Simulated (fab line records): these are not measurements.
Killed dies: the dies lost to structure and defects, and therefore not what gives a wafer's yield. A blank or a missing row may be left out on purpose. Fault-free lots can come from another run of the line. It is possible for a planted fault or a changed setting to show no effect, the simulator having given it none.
Commonality check across tools + flow gf180mcu + 39 wafers sampled across 13 lots

## REASON IT WAS OPENED
GF_VT_IMPLANT_RS_MEAS_46, reading MVSD_RS: flagged on 2 of 13 lots. Fault-free wafers read 457.0 ohm/sq, with a standard deviation of 1.2.
Rule: a lot gets a flag if all its wafers with a number sit over 4 standard deviations from that mean, or if no wafer of it has a number. The other lots count as sound.

| lot  | measured     | on            | MVSD_RS (ohm/sq), wafer by wafer | flag    |
|------|--------------|---------------|----------------------------------|---------|
| L272 | day 7 13:22  | film_metro-01 | 457.3 457.8 457.8                |         |
| L273 | day 7 22:19  | film_metro-03 | 459.1 456.6 457.3                |         |
| L274 | day 8 02:49  | film_metro-02 | 456.9 456.4 456.4                |         |
| L275 | day 8 08:41  | film_metro-02 | 458.2 457.9 456.3                |         |
| L276 | day 8 18:08  | film_metro-01 | 454.9 454.4 455.3                |         |
| L277 | day 8 23:51  | film_metro-03 | 457.4 457.6 457.9                |         |
| L278 | day 9 05:53  | film_metro-01 | 458.8 457.0 458.1                |         |
| L280 | day 9 20:28  | film_metro-02 | 458.1 457.9 458.1                |         |
| L281 | day 10 01:25 | film_metro-02 | 457.2 457.1 458.2                |         |
| L284 | day 10 23:34 | film_metro-01 | 455.4 454.6 454.3                |         |
| L287 | day 11 19:10 | film_metro-03 | 451.8 451.3 450.5                | FLAGGED |
| L292 | day 13 04:18 | film_metro-01 | 450.2 451.0 450.9                | FLAGGED |
| L294 | day 13 17:37 | film_metro-01 | 456.4 456.0 458.2                |         |
The mean of the flagged lots' numbers is 450.9 ohm/sq, -6.1 ohm/sq from the usual (-5 standard deviations).

## LOT BY LOT: THE TOOL USED
The record holds 1 process step before the reading, out of a route of 602 steps. Cell contents, in order: the tool; ch with the chambers the sampled wafers went through; the start.
| lot  | flag    | GF_MVSD_IMPLANT_09             |
|------|---------|--------------------------------|
| L272 |         | implanter-01 ch 0, day 4 10:47 |
| L273 |         | implanter-02 ch 0, day 4 18:53 |
| L274 |         | implanter-03 ch 0, day 4 21:50 |
| L275 |         | implanter-03 ch 0, day 5 02:38 |
| L276 |         | implanter-02 ch 0, day 5 10:31 |
| L277 |         | implanter-03 ch 0, day 5 16:20 |
| L278 |         | implanter-03 ch 0, day 5 20:52 |
| L280 |         | implanter-02 ch 0, day 6 09:43 |
| L281 |         | implanter-02 ch 0, day 6 13:47 |
| L284 |         | implanter-01 ch 0, day 7 09:26 |
| L287 | FLAGGED | implanter-02 ch 0, day 8 02:53 |
| L292 | FLAGGED | implanter-02 ch 0, day 9 06:16 |
| L294 |         | implanter-01 ch 0, day 9 19:29 |
What the steps here do:
- GF_MVSD_IMPLANT_09
- GF_VT_IMPLANT_RS_MEAS_46: measures by four-point-probe.

## FLAGGED AGAINST TOTAL, ONE TOOL AT A TIME (gauges that did the reading follow at the end)
| step                     | tool          | lots run | flagged | share of the flagged lots | sound lots run after its first flagged lot |
|--------------------------|---------------|----------|---------|---------------------------|--------------------------------------------|
| GF_MVSD_IMPLANT_09       | implanter-01  | 3        | 0       | none                      | -                                          |
| GF_MVSD_IMPLANT_09       | implanter-02  | 6        | 2       | all                       | 0                                          |
| GF_MVSD_IMPLANT_09       | implanter-03  | 4        | 0       | none                      | -                                          |
| GF_VT_IMPLANT_RS_MEAS_46 | film_metro-01 | 6        | 1       | some                      | 1 (L294)                                   |
| GF_VT_IMPLANT_RS_MEAS_46 | film_metro-02 | 4        | 0       | none                      | -                                          |
| GF_VT_IMPLANT_RS_MEAS_46 | film_metro-03 | 3        | 1       | some                      | 0                                          |

## WHAT THE TABLE PERMITS
1 row of the table ran every flagged lot: implanter-02 at GF_MVSD_IMPLANT_09.
- implanter-02 at GF_MVSD_IMPLANT_09: 2 of its 6 lots flagged. A fault beginning between L281 (day 6 13:47), its last sound lot, and L287 (day 8 02:53), its first flagged one, fits the data. Its own readings (dose_ions_cm2, faraday_current_uA) fall more than 4 standard deviations out on all wafers of the flagged lots.
implanter-02 at GF_MVSD_IMPLANT_09 is the single tool remaining.

## WHAT WAS PUT IN BY THE SIMULATOR
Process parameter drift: implanter-02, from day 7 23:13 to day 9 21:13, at GF_MVSD_IMPLANT_09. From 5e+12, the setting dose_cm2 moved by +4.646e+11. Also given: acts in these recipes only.
Shown lots that were struck: L287, L292. Same finding as the rule above.
